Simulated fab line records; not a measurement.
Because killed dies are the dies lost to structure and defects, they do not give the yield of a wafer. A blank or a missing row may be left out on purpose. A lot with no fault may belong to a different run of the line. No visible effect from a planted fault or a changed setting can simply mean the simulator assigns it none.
Problem report in the 8D (eight disciplines) form, filled by code ; flow gf180mcu ; the parts of the form that need people (team, actions taken, sign-off) are left out

1. WHAT WENT WRONG
Mean MVPSD_TW at GF_MVPSD_TW_MEAS_11: 611 over 6 wafers in 2 lots; fault-free wafers: 556, standard deviation 3.1. Relative to the usual mean, that is a shift of +18 standard deviations.
First seen on wafer L602.2, day 7 21:28, on film_metro-02. The record holds 36 wafers of 12 lots with a number at this step. Rule for "out", or "out of limits": more than 4 standard deviations from the usual mean. The rest of the wafers with a number are treated as sound.

2. WHAT IT IS, AND WHAT IT ISN'T
question;is;is not
which readings at this step;MVPSD_TW;-
which lots;L602, L604;L591, L593, L594, L597, L598, L605, L608, L609, L612, L613
which wafers of those lots;all that have a number;-
read on which gauges;film_metro-02, film_metro-04;film_metro-01
when;from day 7 21:28;"up to then (15 sound wafers); but 15 sound wafers of L605, L608, L609, L612, L613 came after"

3. THE SUSPECTS, EACH WITH WHAT RULES IT OUT
Counting: a tool at any process step up to the reading remains a suspect when it ran all the lots that are out and ran no sound lot after the first of those.
- the gauge at GF_MVPSD_TW_MEAS_11: ruled out. The wafers that are out were read on 2 gauges (film_metro-02, film_metro-04).
- implanter-04 at GF_MVPSD_IMPLANT_08: kept. It ran every lot that is out, first L602 (day 7 21:05), and no sound lot after that; its last sound lot up to then is L598 (day 6 21:41). On those wafers its own readings are out: tilt_deg.
The count leaves implanter-04 at GF_MVPSD_IMPLANT_08.

4. THE CAUSE (what the simulator had put in)
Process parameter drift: implanter-04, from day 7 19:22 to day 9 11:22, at GF_MVPSD_IMPLANT_08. From 0, the setting tilt_deg moved by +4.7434. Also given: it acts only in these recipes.
After counting, this tool was the only one left.

5. THE CHAIN OF EFFECTS, in route order
Each row: a reading whose mean over the struck wafers that have a number lies more than 3 standard deviations from the usual. Readings are gone through only where the record gives a usual standard deviation; hours: the median, over the lots, of the time from a lot's start at the first step in this table giving one to that lot's start at this step; sigmas: the change measured in usual standard deviations.
hours;step;reading;usual;on struck wafers;change;sigmas
0;GF_MVPSD_IMPLANT_08;tilt_deg;-0.002 degrees;4.731;+4.733;+99 or more
0;GF_MVPSD_TW_MEAS_11;MVPSD_TW;556;611;+55;+18
72;GF_VT_IMPLANT_RS_MEAS_49;MVPSD_RS;1168 ohm/sq;1364;+196;+61
It contains these process steps:
- GF_MVPSD_IMPLANT_08
Later measuring or inspecting steps at which every struck wafer that the step has a row for has a number for every such reading, and none has moved that far: GF_HV_LDD_CD_MEAS_07, GF_HV_LDD_TW_MEAS_50.

6. WHAT WOULD HAVE CAUGHT IT SOONER
The first out-of-limits reading at a measuring or inspecting step in this record came at day 7 21:28, 2 hours after the fault's start at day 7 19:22.
Tool's own readings at GF_MVPSD_IMPLANT_08, tilt_deg: out on all struck wafers the step has rows for; an alarm limit on them would have tripped on the first.
L604, from the lots that are out (2), started GF_MVPSD_IMPLANT_08 on implanter-04 later than day 7 21:28. Had the tool been put on hold then, it would have been spared.
